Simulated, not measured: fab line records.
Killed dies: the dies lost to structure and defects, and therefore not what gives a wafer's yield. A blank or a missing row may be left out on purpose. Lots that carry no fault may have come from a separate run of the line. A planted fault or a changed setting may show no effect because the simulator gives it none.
One fault through the eyes of 2 desks + flow sky130 + only its own numbers are on each desk; what lay behind them is given at the end

## AT THE METROLOGY DESK
What the gauges read, lot by lot, whatever tool the lot ran on: means of the sampled wafers that have a number. Marked OUT: a lot whose mean sits more than 4 standard deviations from the usual mean, which makes it out of limits; the brackets give that distance.
Columns: A = cdNm at SKY_POLY_CUT_CD_MEAS_08, usual 270.0 nm; B = SD_N_RS at SKY_SD_N_RS_MEAS_16, usual 68.57 ohm/sq; C = SD_P_RS at SKY_SD_N_RS_MEAS_17, usual 147.1 ohm/sq
| lot  | first seen here | A     | B               | C               |
|------|-----------------|-------|-----------------|-----------------|
| L144 | day 25 08:11    | 271.4 | 68.61           | 147.4           |
| L145 | day 25 08:55    | 270.6 | 68.51           | 146.8           |
| L147 | day 25 09:19    | 270.7 | 68.56           | 146.7           |
| L148 | day 27 13:38    | 269.8 | 68.54           | 147.0           |
| L151 | day 27 15:09    | 270.7 | 68.59           | 146.7           |
| L152 | day 27 15:10    | 270.6 | 68.52           | 147.0           |
| L154 | day 28 00:44    | 267.9 | 68.63           | 147.3           |
| L153 | day 28 02:50    | 271.0 | 68.76           | 147.9           |
| L157 | day 28 16:53    | 270.0 | 68.62           | 147.0           |
| L163 | day 31 02:58    | 269.9 | 70.78 (+20) OUT | 159.7 (+34) OUT |
| L165 | day 31 16:37    | 267.8 | 70.75 (+20) OUT | 159.7 (+34) OUT |
This desk's result: L163, L165 out of limits, first on L163 (SD_N_RS at SKY_SD_N_RS_MEAS_16), day 34 14:05. Within limits: L144, L145, L147, L148, L151, L152, L154, L153, L157.

## FOR THE TOOL OWNER'S DESK: rtpAnneal-01
The tool's own readings at SKY_SD_N_RTA_14 (time 2 s): means of the sampled wafers that have a number, for each lot that ran on this tool. Marked OUT: a lot whose mean sits more than 4 standard deviations from the usual mean, which makes it out of limits; the brackets give that distance.
Columns: A = annealTempCMax at SKY_SD_N_RTA_14, usual 1080.7; B = lampPowerPct at SKY_SD_N_RTA_14, usual 15.73 %; C = wafer_temp_C_max at SKY_SD_N_RTA_14, usual 1078.0
| lot  | first seen here | A      | B                | C      |
|------|-----------------|--------|------------------|--------|
| L145 | day 29 01:29    | 1081.1 | 15.71            | 1078.8 |
| L151 | day 31 05:53    | 1080.5 | 15.69            | 1077.8 |
| L154 | day 31 15:11    | 1080.0 | 15.78            | 1079.4 |
| L157 | day 32 06:14    | 1081.4 | 15.77            | 1078.1 |
| L163 | day 34 13:55    | 1080.1 | 15.23 (-8.5) OUT | 1077.6 |
| L165 | day 35 02:20    | 1080.1 | 15.23 (-8.5) OUT | 1077.4 |
This desk's finding: out of limits on L163, L165; first on L163, day 34 13:55 (lampPowerPct at SKY_SD_N_RTA_14). Within limits: L145, L151, L154, L157.

## BROUGHT TOGETHER
The tool owner's desk had the chance to raise an alarm at day 34 13:55 on L163, L165.
On L163, L165, the metrology desk was in a position to raise an alarm at day 34 14:05.
On rtpAnneal-01, each named lot ran SKY_SD_N_RTA_14.

## WHAT WAS PUT IN BY THE SIMULATOR
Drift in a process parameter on rtpAnneal-01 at SKY_SD_N_RTA_14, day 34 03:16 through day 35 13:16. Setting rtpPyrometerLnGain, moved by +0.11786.
Shown lots that were struck: L163, L165.
Fault start to first reading out of limits, in hours, per desk: tool owner, 11; metrology, 11.
